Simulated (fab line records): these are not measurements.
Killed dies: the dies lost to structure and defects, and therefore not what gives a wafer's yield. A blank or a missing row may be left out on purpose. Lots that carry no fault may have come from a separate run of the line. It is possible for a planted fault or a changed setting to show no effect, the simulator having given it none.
fab line records -- flow sky130
record: lots: 24, wafers: 72, lastDay: 50
route steps=708 shown RES_XHIGH@360 LI_CONTACT@374 LOCAL_INTERCONNECT@399 METAL1@450 METAL2@487
lots that met no fault: from a run of the same line without faults
startH: start of the lot's first displayed wafer, in hours after the record's first day -- waitH: time in hours since the lot's previous step -- " identical to the entry in the row above -- L1.1+2: a single row standing in for several wafers -- - no value, or no start given -- * or withheld: withheld -- < > ~ a bound
route shown NAME@n: a module of which the file shows steps, and the number in the route of the first -- usual: the fault-free wafers' mean and standard deviation -- same: alike in all rows -- chamber/n: place in a boat -- sites: the reading at each site -- _std_site: how widely they spread, as a standard deviation -- _edge_site: mean of outer sites minus mean of inner sites -- radiusMm: for every site, how far away it sits from the centre of the wafer -- mask NAME#n: copy n -- behind: the tool/chamber that last shaped the wafer -- hold: reason for holding the lot/hours on hold/outcome of the hold -- device: names the non-switching transistor (n, p or np) -- end of line: the route-end tests of the same wafers -- step lacking rows: just its recipe -- killed: dies lost to structure and defects at the first sort, not the wafer's yield -- map: per-die view of a wafer (x killed, . not killed, _ where there is no die)
set.NAME: setting as actually run; set.NAME@STEP: the setting as run at that earlier step -- model.NAME: the simulator's own value behind a step, which no gauge read
steps of the route over a sample of lots; a table a step, a row a wafer
services: the hour from which a tool's chamber was out of use, counted from the record's first day as startH (under 0 if before that day), plus the number of hours and why
== steps ==
step: SKY_SD_N_RS_MEAS_18
recipe: thkMeasGauge: four-point-probe
usual: RES_XHIGH_RS: 339.8/1.5
lot.wafer,tool,chamber,startH,waitH,RES_XHIGH_RS[ohm/sq]
L074.2,filmMetro-03,-,641.96,0.1,340.3
L074.3,filmMetro-03,-,641.96,0.1,340.4
L074.4,filmMetro-03,-,641.96,0.1,339.5
L075.1,filmMetro-02,-,651.80,0.1,339.9
L075.3,filmMetro-02,-,651.80,0.1,339.6
L075.5,filmMetro-02,-,651.80,0.1,339.3
L076.1,filmMetro-03,-,656.07,0.1,343.2
L076.2,filmMetro-03,-,656.07,0.1,344.6
L076.3,filmMetro-03,-,656.07,0.1,343.6
L077.2,filmMetro-01,-,669.82,0.1,340.6
L077.3,filmMetro-01,-,669.82,0.1,340.4
L077.4,filmMetro-01,-,669.82,0.1,339.5
L078.2,filmMetro-01,-,679.32,0.1,339.2
L078.3,filmMetro-01,-,679.32,0.1,340.0
L078.5,filmMetro-01,-,679.32,0.1,340.9
L079.1,filmMetro-02,-,681.65,0.1,340.0
L079.3,filmMetro-02,-,681.65,0.1,340.1
L079.6,filmMetro-02,-,681.65,0.1,339.6
L080.1,filmMetro-03,-,698.41,0.1,340.9
L080.3,filmMetro-03,-,698.41,0.1,340.9
L080.4,filmMetro-03,-,698.41,0.1,341.5
L081.1,filmMetro-03,-,706.59,0.1,342.1
L081.3,filmMetro-03,-,706.59,0.1,340.7
L081.4,filmMetro-03,-,706.59,0.1,341.4
L082.4,filmMetro-02,-,712.52,0.1,340.3
L082.5,filmMetro-02,-,712.52,0.1,339.6
L082.6,filmMetro-02,-,712.52,0.1,339.4
L083.1,filmMetro-03,-,720.65,0.1,339.6
L083.2,filmMetro-03,-,720.65,0.1,340.5
L083.4,filmMetro-03,-,720.65,0.1,340.1
L084.2,filmMetro-03,-,728.52,0.1,338.7
L084.5,filmMetro-03,-,728.52,0.1,339.1
L084.6,filmMetro-03,-,728.52,0.1,339.3
L085.1,filmMetro-01,-,737.65,0.1,339.2
L085.4,filmMetro-01,-,737.65,0.1,338.1
L085.5,filmMetro-01,-,737.65,0.1,338.6
L086.2,filmMetro-01,-,746.73,0.1,339.9
L086.3,filmMetro-01,-,746.73,0.1,340.7
L086.4,filmMetro-01,-,746.73,0.1,340.6
L087.4,filmMetro-01,-,760.35,0.1,340.8
L087.5,filmMetro-01,-,760.35,0.1,340.3
L087.6,filmMetro-01,-,760.35,0.1,340.1
L089.1,filmMetro-01,-,765.64,0.1,340.6
L089.3,filmMetro-01,-,765.64,0.1,339.6
L089.6,filmMetro-01,-,765.64,0.1,343.0
L088.3,filmMetro-02,-,767.39,0.1,337.7
L088.5,filmMetro-02,-,767.39,0.1,337.3
L088.6,filmMetro-02,-,767.39,0.1,338.3
L091.1,filmMetro-02,-,784.80,0.1,339.5
L091.2,filmMetro-02,-,784.80,0.1,339.5
L091.5,filmMetro-02,-,784.80,0.1,340.6
L092.1,filmMetro-01,-,786.99,0.1,338.0
L092.3,filmMetro-01,-,786.99,0.1,338.5
L092.6,filmMetro-01,-,786.99,0.1,339.6
L090.2,filmMetro-02,-,787.62,0.1,337.0
L090.3,filmMetro-02,-,787.62,0.1,337.3
L090.5,filmMetro-02,-,787.62,0.1,337.8
L093.3,filmMetro-01,-,793.98,0.1,338.7
L093.5,filmMetro-01,-,793.98,0.1,339.6
L093.6,filmMetro-01,-,793.98,0.1,338.9
L094.2,filmMetro-03,-,801.36,0.1,339.1
L094.3,filmMetro-03,-,801.36,0.1,341.4
L094.4,filmMetro-03,-,801.36,0.1,339.0
L095.1,filmMetro-02,-,811.36,0.1,337.5
L095.5,filmMetro-02,-,811.36,0.1,338.4
L095.6,filmMetro-02,-,811.36,0.1,336.2
L096.2,filmMetro-01,-,814.17,0.1,338.7
L096.4,filmMetro-01,-,814.17,0.1,340.0
L096.6,filmMetro-01,-,814.17,0.1,340.3
L097.1,filmMetro-03,-,822.54,0.1,341.0
L097.3,filmMetro-03,-,822.54,0.1,341.1
L097.6,filmMetro-03,-,822.54,0.1,343.2
step: SKY_LI_CONTACT_CD_MEAS_12
recipe: targetCdNm: 170
usual: cdNm: 169.9/1.6
lot.wafer,tool,chamber,startH,waitH,cdNm
L074.2,cdSem-01,-,670.24,-,169.6
L074.3,cdSem-01,-,670.24,-,169.6
L074.4,cdSem-01,-,670.24,-,170.3
L075.1,cdSem-01,-,679.92,-,172.4
L075.3,cdSem-01,-,679.92,-,172.3
L075.5,cdSem-01,-,679.92,-,172.5
L076.1,cdSem-01,-,684.17,-,173.0
L076.2,cdSem-01,-,684.17,-,172.0
L076.3,cdSem-01,-,684.17,-,172.8
L077.2,cdSem-01,-,698.64,-,166.2
L077.3,cdSem-01,-,698.64,-,169.8
L077.4,cdSem-01,-,698.64,-,168.2
L078.2,cdSem-01,-,707.89,-,170.4
L078.3,cdSem-01,-,707.89,-,170.3
L078.5,cdSem-01,-,707.89,-,170.1
L079.1,cdSem-02,-,709.87,-,169.6
L079.3,cdSem-02,-,709.87,-,170.7
L079.6,cdSem-02,-,709.87,-,170.5
L080.1,cdSem-01,-,726.37,-,172.3
L080.3,cdSem-01,-,726.37,-,172.5
L080.4,cdSem-01,-,726.37,-,170.9
L081.1,cdSem-01,-,734.32,-,167.7
L081.3,cdSem-01,-,734.32,-,168.0
L081.4,cdSem-01,-,734.32,-,168.2
L082.4,cdSem-01,-,740.04,-,169.6
L082.5,cdSem-01,-,740.04,-,170.2
L082.6,cdSem-01,-,740.04,-,169.6
L083.1,cdSem-01,-,748.02,-,171.4
L083.2,cdSem-01,-,748.02,-,170.3
L083.4,cdSem-01,-,748.02,-,170.7
L084.2,cdSem-02,-,756.45,-,170.0
L084.5,cdSem-02,-,756.45,-,171.2
L084.6,cdSem-02,-,756.45,-,167.8
L085.1,cdSem-01,-,765.02,-,167.7
L085.4,cdSem-01,-,765.02,-,167.1
L085.5,cdSem-01,-,765.02,-,167.2
L086.2,cdSem-02,-,776.25,-,168.6
L086.3,cdSem-02,-,776.25,-,168.1
L086.4,cdSem-02,-,776.25,-,169.8
L087.4,cdSem-02,-,787.99,-,169.4
L087.5,cdSem-02,-,787.99,-,167.8
L087.6,cdSem-02,-,787.99,-,168.9
L089.1,cdSem-01,-,792.77,-,168.2
L089.3,cdSem-01,-,792.77,-,167.9
L089.6,cdSem-01,-,792.77,-,168.1
L088.3,cdSem-01,-,794.06,-,169.1
L088.5,cdSem-01,-,794.06,-,169.1
L088.6,cdSem-01,-,794.06,-,169.5
L091.1,cdSem-02,-,811.67,-,169.2
L091.2,cdSem-02,-,811.67,-,167.4
L091.5,cdSem-02,-,811.67,-,170.0
L092.1,cdSem-02,-,814.03,-,168.4
L092.3,cdSem-02,-,814.03,-,168.7
L092.6,cdSem-02,-,814.03,-,169.6
L090.2,cdSem-02,-,814.40,-,171.1
L090.3,cdSem-02,-,814.40,-,169.8
L090.5,cdSem-02,-,814.40,-,171.1
L093.3,cdSem-01,-,821.33,-,172.8
L093.5,cdSem-01,-,821.33,-,170.3
L093.6,cdSem-01,-,821.33,-,172.0
L094.2,cdSem-02,-,827.99,-,171.6
L094.3,cdSem-02,-,827.99,-,169.4
L094.4,cdSem-02,-,827.99,-,171.6
L095.1,cdSem-02,-,838.52,-,168.9
L095.5,cdSem-02,-,838.52,-,169.7
L095.6,cdSem-02,-,838.52,-,168.1
L096.2,cdSem-01,-,841.14,-,170.8
L096.4,cdSem-01,-,841.14,-,170.0
L096.6,cdSem-01,-,841.14,-,169.7
L097.1,cdSem-02,-,849.38,-,171.7
L097.3,cdSem-02,-,849.38,-,170.6
L097.6,cdSem-02,-,849.38,-,172.4
step: SKY_LOCAL_INTERCONNECT_OVL_MEAS_12
usual: LOCAL_INTERCONNECT_OVL: 1/4.6
lot.wafer,tool,chamber,startH,waitH,LOCAL_INTERCONNECT_OVL[nm]
L074.2,overlay-02,-,699.60,0.1,1
L074.3,overlay-02,-,699.60,0.1,1
L074.4,overlay-02,-,699.60,0.1,6
L075.1,overlay-02,-,709.59,0.1,-2
L075.3,overlay-02,-,709.59,0.1,-4
L075.5,overlay-02,-,709.59,0.1,-1
L076.1,overlay-01,-,713.45,0.1,1
L076.2,overlay-01,-,713.45,0.1,-7
L076.3,overlay-01,-,713.45,0.1,-1
L077.2,overlay-01,-,727.44,0.1,-10
L077.3,overlay-01,-,727.44,0.1,0
L077.4,overlay-01,-,727.44,0.1,-11
L078.2,overlay-01,-,737.10,0.1,3
L078.3,overlay-01,-,737.10,0.1,5
L078.5,overlay-01,-,737.10,0.1,-1
L079.1,overlay-01,-,738.38,0.1,-4
L079.3,overlay-01,-,738.38,0.1,2
L079.6,overlay-01,-,738.38,0.1,4
L080.1,overlay-02,-,754.89,0.1,2
L080.3,overlay-02,-,754.89,0.1,-5
L080.4,overlay-02,-,754.89,0.1,5
L081.1,overlay-02,-,762.68,0.1,5
L081.3,overlay-02,-,762.68,0.1,2
L081.4,overlay-02,-,762.68,0.1,0
L082.4,overlay-01,-,768.70,0.1,-2
L082.5,overlay-01,-,768.70,0.1,-10
L082.6,overlay-01,-,768.70,0.1,-1
L083.1,overlay-02,-,776.94,0.1,-4
L083.2,overlay-02,-,776.94,0.1,-4
L083.4,overlay-02,-,776.94,0.1,-4
L084.2,overlay-02,-,784.75,0.1,-5
L084.5,overlay-02,-,784.75,0.1,-8
L084.6,overlay-02,-,784.75,0.1,-6
L085.1,overlay-01,-,793.33,0.1,4
L085.4,overlay-01,-,793.33,0.1,3
L085.5,overlay-01,-,793.33,0.1,0
L086.2,overlay-02,-,804.14,0.1,-3
L086.3,overlay-02,-,804.14,0.1,-6
L086.4,overlay-02,-,804.14,0.1,-4
L087.4,overlay-01,-,815.16,0.1,7
L087.5,overlay-01,-,815.16,0.1,5
L087.6,overlay-01,-,815.16,0.1,13
L089.1,overlay-02,-,820.39,0.1,0
L089.3,overlay-02,-,820.39,0.1,1
L089.6,overlay-02,-,820.39,0.1,-2
L088.3,overlay-02,-,822.01,0.1,1
L088.5,overlay-02,-,822.01,0.1,-1
L088.6,overlay-02,-,822.01,0.1,-1
L091.1,overlay-02,-,840.19,0.1,3
L091.2,overlay-02,-,840.19,0.1,1
L091.5,overlay-02,-,840.19,0.1,8
L092.1,overlay-02,-,841.95,0.1,3
L092.3,overlay-02,-,841.95,0.1,2
L092.6,overlay-02,-,841.95,0.1,4
L090.2,overlay-01,-,842.60,0.1,4
L090.3,overlay-01,-,842.60,0.1,6
L090.5,overlay-01,-,842.60,0.1,2
L093.3,overlay-02,-,849.40,0.1,-1
L093.5,overlay-02,-,849.40,0.1,3
L093.6,overlay-02,-,849.40,0.1,5
L094.2,overlay-01,-,855.79,0.1,1
L094.3,overlay-01,-,855.79,0.1,0
L094.4,overlay-01,-,855.79,0.1,-2
L095.1,overlay-02,-,866.28,0.1,2
L095.5,overlay-02,-,866.28,0.1,6
L095.6,overlay-02,-,866.28,0.1,1
L096.2,overlay-02,-,869.20,0.1,7
L096.4,overlay-02,-,869.20,0.1,4
L096.6,overlay-02,-,869.20,0.1,3
L097.1,overlay-01,-,877.10,0.1,6
L097.3,overlay-01,-,877.10,0.1,6
L097.6,overlay-01,-,877.10,0.1,2
step: SKY_LOCAL_INTERCONNECT_ETCH_13
recipe: chemistry: N2/H2, target: BARC, ionEnergyEv: 200, biasW: 100, pressureMtorr: 30, n2FlowSccm: 100, h2FlowSccm: 200, icpW: 500, stopOn: SiO2, timeS: 45.9, targetDepthA: 600
usual: drypumpMotorCurrentA: 5.84/0.072, oesProductAu: 0.855/0.0044, throttleValvePct: 13.224/0.0099
lot.wafer,tool,chamber,startH,waitH,drypumpMotorCurrentA,oesProductAu,rfHoursCounterH,throttleValvePct
L074.2,rieMetal-02,1,699.63,0.0,5.73,0.859,13,13.244
L074.3,rieMetal-02,0,699.63,0.0,5.89,0.855,-,13.219
L074.4,rieMetal-02,1,699.63,0.0,5.69,0.850,-,13.226
L075.1,rieMetal-01,1,709.63,0.0,5.82,0.847,12,13.245
L075.3,rieMetal-01,0,709.63,0.0,5.76,0.852,-,13.235
L075.5,rieMetal-01,0,709.63,0.0,5.74,0.859,-,13.211
L076.1,rieMetal-03,1,713.48,0.0,5.91,0.847,6,13.222
L076.2,rieMetal-03,0,713.48,0.0,5.89,0.850,1,13.243
L076.3,rieMetal-03,1,713.48,0.0,5.94,0.848,-,13.219
L077.2,rieMetal-03,0,727.47,0.0,5.89,0.862,1,13.233
L077.3,rieMetal-03,0,727.47,0.0,5.91,0.858,-,13.213
L077.4,rieMetal-03,1,727.47,0.0,5.84,0.863,-,13.239
L078.2,rieMetal-02,0,737.13,0.0,5.87,0.853,10,13.229
L078.3,rieMetal-02,1,737.13,0.0,5.74,0.853,-,13.227
L078.5,rieMetal-02,1,737.13,0.0,5.75,0.854,-,13.226
L079.1,rieMetal-03,0,738.42,0.0,5.92,0.855,1,13.221
L079.3,rieMetal-03,0,738.42,0.0,5.91,0.851,-,13.222
L079.6,rieMetal-03,0,738.42,0.0,5.95,0.865,-,13.246
L080.1,rieMetal-01,1,754.93,0.0,5.84,0.854,13,13.230
L080.3,rieMetal-01,1,754.93,0.0,5.82,0.856,-,13.237
L080.4,rieMetal-01,0,754.93,0.0,5.76,0.856,-,13.225
L081.1,rieMetal-03,0,762.72,0.0,5.91,0.856,2,13.228
L081.3,rieMetal-03,0,762.72,0.0,5.90,0.850,-,13.237
L081.4,rieMetal-03,1,762.72,0.0,5.92,0.859,-,13.223
L082.4,rieMetal-02,0,768.78,0.1,5.89,0.851,-,13.211
L082.5,rieMetal-02,0,768.78,0.1,5.90,0.864,-,13.212
L082.6,rieMetal-02,0,768.78,0.1,5.90,0.858,-,13.223
L083.1,rieMetal-03,0,776.98,0.0,5.91,0.847,2,13.206
L083.2,rieMetal-03,1,776.98,0.0,5.87,0.854,7,13.229
L083.4,rieMetal-03,0,776.98,0.0,5.92,0.854,-,13.224
L084.2,rieMetal-03,0,784.78,0.0,5.91,0.863,2,13.229
L084.5,rieMetal-03,1,784.78,0.0,5.91,0.855,-,13.224
L084.6,rieMetal-03,0,784.78,0.0,5.92,0.861,-,13.227
L085.1,rieMetal-02,0,793.37,0.0,5.92,0.856,12,13.236
L085.4,rieMetal-02,1,793.37,0.0,5.69,0.857,-,13.232
L085.5,rieMetal-02,1,793.37,0.0,5.71,0.855,-,13.221
L086.2,rieMetal-03,1,804.17,0.0,5.89,0.863,8,13.220
L086.3,rieMetal-03,0,804.17,0.0,5.91,0.862,-,13.229
L086.4,rieMetal-03,1,804.17,0.0,5.82,0.854,-,13.210
L087.4,rieMetal-02,0,815.24,0.1,5.90,0.854,-,13.226
L087.5,rieMetal-02,0,815.24,0.1,5.87,0.856,-,13.208
L087.6,rieMetal-02,0,815.24,0.1,5.90,0.854,-,13.228
L089.1,rieMetal-02,0,820.43,0.0,5.89,0.849,13,13.211
L089.3,rieMetal-02,0,820.43,0.0,5.88,0.854,-,13.226
L089.6,rieMetal-02,0,820.43,0.0,5.87,0.846,-,13.215
L088.3,rieMetal-01,0,822.05,0.0,5.76,0.853,-,13.218
L088.5,rieMetal-01,1,822.05,0.0,5.83,0.855,-,13.207
L088.6,rieMetal-01,0,822.05,0.0,5.75,0.860,-,13.242
L091.1,rieMetal-01,0,840.23,0.0,5.78,0.858,12,13.241
L091.2,rieMetal-01,0,840.23,0.0,5.76,0.857,-,13.220
L091.5,rieMetal-01,0,840.23,0.0,5.76,0.849,-,13.229
L092.1,rieMetal-02,0,841.98,0.0,5.91,0.854,14,13.223
L092.3,rieMetal-02,1,841.98,0.0,5.68,0.852,-,13.218
L092.6,rieMetal-02,0,841.98,0.0,5.91,0.859,-,13.224
L090.2,rieMetal-01,0,842.65,0.0,5.76,0.856,-,13.235
L090.3,rieMetal-01,0,842.65,0.0,5.77,0.858,-,13.233
L090.5,rieMetal-01,0,842.65,0.0,5.77,0.852,-,13.232
L093.3,rieMetal-02,0,849.44,0.0,5.90,0.865,-,13.234
L093.5,rieMetal-02,1,849.44,0.0,5.71,0.855,-,13.227
L093.6,rieMetal-02,0,849.44,0.0,5.92,0.855,-,13.228
L094.2,rieMetal-01,0,855.84,0.0,5.76,0.851,-,13.215
L094.3,rieMetal-01,0,855.84,0.0,5.75,0.859,-,13.232
L094.4,rieMetal-01,0,855.84,0.0,5.75,0.859,-,13.240
L095.1,rieMetal-03,0,866.32,0.0,5.90,0.856,6,13.246
L095.5,rieMetal-03,1,866.32,0.0,5.81,0.855,-,13.209
L095.6,rieMetal-03,0,866.32,0.0,5.89,0.849,-,13.214
L096.2,rieMetal-03,1,869.23,0.0,5.84,0.854,11,13.213
L096.4,rieMetal-03,1,869.23,0.0,5.82,0.859,-,13.233
L096.6,rieMetal-03,0,869.23,0.0,5.93,0.864,-,13.216
L097.1,rieMetal-03,0,877.13,0.0,5.92,0.854,7,13.217
L097.3,rieMetal-03,1,877.13,0.0,5.85,0.854,-,13.228
L097.6,rieMetal-03,0,877.13,0.0,5.90,0.850,-,13.215
step: SKY_METAL1_OVL_MEAS_16
usual: METAL1_OVL: -2/5.5
lot.wafer,tool,chamber,startH,waitH,METAL1_OVL[nm]
L074.2,overlay-02,-,757.25,0.1,0
L074.3,overlay-02,-,757.25,0.1,-1
L074.4,overlay-02,-,757.25,0.1,8
L075.1,overlay-02,-,767.05,0.1,-11
L075.3,overlay-02,-,767.05,0.1,-17
L075.5,overlay-02,-,767.05,0.1,-15
L076.1,overlay-01,-,771.00,0.1,-1
L076.2,overlay-01,-,771.00,0.1,2
L076.3,overlay-01,-,771.00,0.1,-2
L077.2,overlay-01,-,784.50,0.1,-5
L077.3,overlay-01,-,784.50,0.1,-2
L077.4,overlay-01,-,784.50,0.1,-3
L078.2,overlay-01,-,793.40,0.1,4
L078.3,overlay-01,-,793.40,0.1,-4
L078.5,overlay-01,-,793.40,0.1,-5
L079.1,overlay-02,-,794.49,0.1,3
L079.3,overlay-02,-,794.49,0.1,6
L079.6,overlay-02,-,794.49,0.1,2
L080.1,overlay-01,-,811.05,0.1,-14
L080.3,overlay-01,-,811.05,0.1,-8
L080.4,overlay-01,-,811.05,0.1,-7
L081.1,overlay-01,-,819.05,0.1,-1
L081.3,overlay-01,-,819.05,0.1,-3
L081.4,overlay-01,-,819.05,0.1,3
L082.4,overlay-01,-,823.90,0.1,8
L082.5,overlay-01,-,823.90,0.1,10
L082.6,overlay-01,-,823.90,0.1,3
L083.1,overlay-01,-,833.93,0.1,-6
L083.2,overlay-01,-,833.93,0.1,4
L083.4,overlay-01,-,833.93,0.1,-7
L084.2,overlay-01,-,840.80,0.1,0
L084.5,overlay-01,-,840.80,0.1,-8
L084.6,overlay-01,-,840.80,0.1,1
L085.1,overlay-01,-,849.34,0.1,3
L085.4,overlay-01,-,849.34,0.1,-2
L085.5,overlay-01,-,849.34,0.1,8
L086.2,overlay-02,-,859.74,0.1,-2
L086.3,overlay-02,-,859.74,0.1,-4
L086.4,overlay-02,-,859.74,0.1,-1
L087.4,overlay-02,-,871.86,0.1,3
L087.5,overlay-02,-,871.86,0.1,1
L087.6,overlay-02,-,871.86,0.1,-4
L089.1,overlay-02,-,876.10,0.1,-4
L089.3,overlay-02,-,876.10,0.1,-6
L089.6,overlay-02,-,876.10,0.1,-1
L088.3,overlay-01,-,878.06,0.1,-14
L088.5,overlay-01,-,878.06,0.1,-10
L088.6,overlay-01,-,878.06,0.1,-10
L091.1,overlay-01,-,895.60,0.1,4
L091.2,overlay-01,-,895.60,0.1,-8
L091.5,overlay-01,-,895.60,0.1,-18
L092.1,overlay-02,-,898.09,0.1,-7
L092.3,overlay-02,-,898.09,0.1,-8
L092.6,overlay-02,-,898.09,0.1,0
L090.2,overlay-02,-,899.05,0.1,4
L090.3,overlay-02,-,899.05,0.1,-3
L090.5,overlay-02,-,899.05,0.1,2
L093.3,overlay-01,-,904.95,0.1,2
L093.5,overlay-01,-,904.95,0.1,3
L093.6,overlay-01,-,904.95,0.1,-1
L094.2,overlay-02,-,912.04,0.1,5
L094.3,overlay-02,-,912.04,0.1,6
L094.4,overlay-02,-,912.04,0.1,-4
L095.1,overlay-02,-,921.90,0.1,0
L095.5,overlay-02,-,921.90,0.1,-9
L095.6,overlay-02,-,921.90,0.1,-2
L096.2,overlay-02,-,923.85,0.1,-5
L096.4,overlay-02,-,923.85,0.1,-1
L096.6,overlay-02,-,923.85,0.1,1
L097.1,overlay-01,-,931.83,0.1,1
L097.3,overlay-01,-,931.83,0.1,-7
L097.6,overlay-01,-,931.83,0.1,1
step: SKY_METAL2_SPUTTER_04
recipe: material: TiN, targetThkNm: 70, powerW: 6500, timeS: 58.3, chamberPressurePa: 0.4
usual: throttleValvePct: 30.4/1.1
lot.wafer,tool,chamber,startH,waitH,throttleValvePct
L074.2,pvdSputter-02,-,787.30,0.0,31.1
L074.3,pvdSputter-02,-,787.30,0.0,29.1
L074.4,pvdSputter-02,-,787.30,0.0,32.0
L075.1,pvdSputter-03,-,796.44,0.0,28.9
L075.3,pvdSputter-03,-,796.44,0.0,30.6
L075.5,pvdSputter-03,-,796.44,0.0,29.5
L076.1,pvdSputter-02,-,800.79,0.0,29.0
L076.2,pvdSputter-02,-,800.79,0.0,31.2
L076.3,pvdSputter-02,-,800.79,0.0,31.6
L077.2,pvdSputter-02,-,814.45,0.0,31.0
L077.3,pvdSputter-02,-,814.45,0.0,31.8
L077.4,pvdSputter-02,-,814.45,0.0,28.9
L078.2,pvdSputter-02,-,823.10,0.0,31.1
L078.3,pvdSputter-02,-,823.10,0.0,31.8
L078.5,pvdSputter-02,-,823.10,0.0,29.0
L079.1,pvdSputter-03,-,823.82,0.0,29.4
L079.3,pvdSputter-03,-,823.82,0.0,29.6
L079.6,pvdSputter-03,-,823.82,0.0,29.6
L080.1,pvdSputter-01,-,841.25,0.0,30.6
L080.3,pvdSputter-01,-,841.25,0.0,30.9
L080.4,pvdSputter-01,-,841.25,0.0,29.2
L081.1,pvdSputter-01,-,848.43,0.0,30.6
L081.3,pvdSputter-01,-,848.43,0.0,30.8
L081.4,pvdSputter-01,-,848.43,0.0,30.2
L082.4,pvdSputter-02,-,853.38,0.0,31.9
L082.5,pvdSputter-02,-,853.38,0.0,32.0
L082.6,pvdSputter-02,-,853.38,0.0,29.1
L083.1,pvdSputter-02,-,862.92,0.0,28.9
L083.2,pvdSputter-02,-,862.92,0.0,31.9
L083.4,pvdSputter-02,-,862.92,0.0,31.9
L084.2,pvdSputter-03,-,869.93,0.0,29.4
L084.5,pvdSputter-03,-,869.93,0.0,29.4
L084.6,pvdSputter-03,-,869.93,0.0,29.6
L085.1,pvdSputter-02,-,879.07,0.0,31.7
L085.4,pvdSputter-02,-,879.07,0.0,31.0
L085.5,pvdSputter-02,-,879.07,0.0,30.8
L086.2,pvdSputter-01,-,888.50,0.0,30.7
L086.3,pvdSputter-01,-,888.50,0.0,31.0
L086.4,pvdSputter-01,-,888.50,0.0,29.0
L087.4,pvdSputter-03,-,900.64,0.0,30.4
L087.5,pvdSputter-03,-,900.64,0.0,29.4
L087.6,pvdSputter-03,-,900.64,0.0,30.6
L089.1,pvdSputter-01,-,904.58,0.0,30.3
L089.3,pvdSputter-01,-,904.58,0.0,30.9
L089.6,pvdSputter-01,-,904.58,0.0,28.7
L088.3,pvdSputter-02,-,907.19,0.0,29.0
L088.5,pvdSputter-02,-,907.19,0.0,30.6
L088.6,pvdSputter-02,-,907.19,0.0,31.9
L091.1,pvdSputter-01,-,923.93,0.0,29.0
L091.2,pvdSputter-01,-,923.93,0.0,31.2
L091.5,pvdSputter-01,-,923.93,0.0,30.7
L092.1,pvdSputter-02,-,926.79,0.0,31.6
L092.3,pvdSputter-02,-,926.79,0.0,29.0
L092.6,pvdSputter-02,-,926.79,0.0,29.0
L090.2,pvdSputter-01,-,927.45,0.0,30.8
L090.3,pvdSputter-01,-,927.45,0.0,30.4
L090.5,pvdSputter-01,-,927.45,0.0,31.0
L093.3,pvdSputter-01,-,933.04,0.0,30.8
L093.5,pvdSputter-01,-,933.04,0.0,30.6
L093.6,pvdSputter-01,-,933.04,0.0,31.0
L094.2,pvdSputter-02,-,939.79,0.0,29.1
L094.3,pvdSputter-02,-,939.79,0.0,31.9
L094.4,pvdSputter-02,-,939.79,0.0,30.8
L095.1,pvdSputter-02,-,948.89,0.0,30.9
L095.5,pvdSputter-02,-,948.89,0.0,31.8
L095.6,pvdSputter-02,-,948.89,0.0,31.9
L096.2,pvdSputter-03,-,952.08,0.0,30.6
L096.4,pvdSputter-03,-,952.08,0.0,29.2
L096.6,pvdSputter-03,-,952.08,0.0,29.0
L097.1,pvdSputter-01,-,958.63,0.0,30.9
L097.3,pvdSputter-01,-,958.63,0.0,28.8
L097.6,pvdSputter-01,-,958.63,0.0,29.0
== services ==
tool,chamber,startH,hours,kind
rieMetal-02,0,704.86,21.9,repair
pvdSputter-03,-,705.05,0.6,repair
pvdSputter-01,1,706.98,-,consumableReplace:kit
pvdSputter-01,1,706.98,18.0,scheduledDown
pvdSputter-01,1,706.98,18.0,ventCycle
rieMetal-02,1,766.59,6.6,repair
rieMetal-02,1,793.80,-,clean
rieMetal-02,1,793.80,35.6,scheduledDown
pvdSputter-02,3,794.48,-,consumableReplace:kit
pvdSputter-02,3,794.48,18.0,scheduledDown
pvdSputter-02,3,794.48,18.0,ventCycle
pvdSputter-03,-,799.32,3.9,repair
pvdSputter-01,-,809.58,3.2,repair
pvdSputter-03,-,809.70,5.5,repair
rieMetal-03,-,815.06,2.8,pm
rieMetal-03,1,820.37,4.7,repair
pvdSputter-02,-,836.35,0.5,repair
pvdSputter-01,-,863.00,1.5,repair
pvdSputter-03,-,888.46,4.6,repair
rieMetal-02,0,897.49,18.9,repair
pvdSputter-03,-,910.81,6.7,repair
pvdSputter-03,-,939.89,1.8,repair
rieMetal-03,-,943.28,1.4,pm
rieMetal-02,-,946.22,1.5,repair
== key ==
fault none
